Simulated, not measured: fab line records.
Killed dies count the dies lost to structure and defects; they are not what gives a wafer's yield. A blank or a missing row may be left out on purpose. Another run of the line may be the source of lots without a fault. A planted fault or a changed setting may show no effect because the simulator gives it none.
Matching of chambers ; flow gf180mcu ; GF_V1_CMP_04 on cmp-01 has 4 sister chambers
The step polishes SiO2. 4 wafers are shown with their chamber, then 8 later ones without.

## EACH WAFER AND ITS CHAMBER
wafer;chamber;motor-current-A (A)
L670.6;2;12.0
L674.4;0;11.6
L674.5;3;12.2
L676.3;1;11.6

## WAFERS WITH NO CHAMBER GIVEN
wafer;motor-current-A (A)
L676.5;12.6
L676.6;12.9
L678.4;11.7
L678.5;12.1
L678.6;12.8
L680.3;11.4
L680.4;12.3
L680.5;12.6

## CHAMBER TAKEN BY EACH
wafer;from the rows above;in truth
L676.5;can't be placed: 3 or 2 or 0 or 1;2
L676.6;can't be placed: 3 or 2 or 0 or 1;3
L678.4;can't be placed: 0 or 1 or 2 or 3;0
L678.5;can't be placed: 2 or 3 or 0 or 1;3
L678.6;can't be placed: 3 or 2 or 0 or 1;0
L680.3;can't be placed: 0 or 1 or 2 or 3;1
L680.4;can't be placed: 3 or 2 or 0 or 1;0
L680.5;can't be placed: 3 or 2 or 0 or 1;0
Correct placement for 0 of the 8. These rows do not allow placing 8 (true chamber among the candidates in 8). Number placed wrongly: 0.
How it was worked out, from the rows above alone: a wafer's distance from a chamber is the root of the sum, over the readings, of the square of ((its reading less the chamber's mean) divided by the reading's scatter). If the next closest chamber is less than 2 further off than the closest, the wafer can't be placed; otherwise it belongs to the closest. For every chamber, the mean is computed from those of its wafers that are shown. The scatter: root of mean squared gap, hidden wafer to nearest shown wafer, with one shown wafer a chamber.
